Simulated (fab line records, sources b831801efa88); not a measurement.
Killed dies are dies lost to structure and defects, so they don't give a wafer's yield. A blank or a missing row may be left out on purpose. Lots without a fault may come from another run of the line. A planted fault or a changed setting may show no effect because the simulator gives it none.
Which tool did it? | flow gf180mcu | 12 lots, 36 wafers sampled, at 1 step of a route of 602

WHAT THE GAUGES READ, wafer by wafer
GF_MIM_THK_MEAS_06.
lot  | measured     | on            | MIM_CVD_05_THK (nm)
L075 | day 24 20:30 | film_metro-01 | 41.8 42.1 42.1
L077 | day 25 11:29 | film_metro-03 | 41.4 41.8 42.3
L079 | day 25 18:28 | film_metro-04 | 41.9 42.0 42.3
L081 | day 26 14:22 | film_metro-04 | 42.1 42.4 43.3
L083 | day 27 11:40 | film_metro-01 | 42.0 41.4 42.1
L085 | day 28 02:03 | film_metro-04 | 42.0 42.7 42.0
L087 | day 28 17:41 | film_metro-01 | 42.4 42.9 43.0
L089 | day 29 04:16 | film_metro-04 | 41.7 41.9 42.1
L091 | day 29 17:43 | film_metro-04 | 41.9 41.6 41.3
L093 | day 30 06:52 | film_metro-04 | 41.4 41.4 41.7
L095 | day 31 11:08 | film_metro-01 | 41.5 42.0 42.0
L097 | day 31 22:14 | film_metro-01 | 41.1 41.2 41.3

WHICH TOOL RAN EACH LOT (tool, then ch and the chambers of the sampled wafers, then the start)
The record holds no process step before these readings.

THE ANSWER, worked out from the rows above alone
Rule: what is usual is taken from the lots themselves. Put in order of their means at a reading, lots are off if they are a third of the lots or fewer, leave a main group of 4 or more, and stand apart from it by a gap of 3 or more times the standard deviation of the main group's means; of several such gaps the widest counts. A main group whose means are all the same, to the digits that the tables above print for the reading, isn't used. A lot without any number at a reading at which 4 lots or more have one is off too. The other lots that the step has rows for count as sound.
No lot is off at any reading shown: from this, nothing can be told.

WHAT THE SIMULATOR HAD PUT IN
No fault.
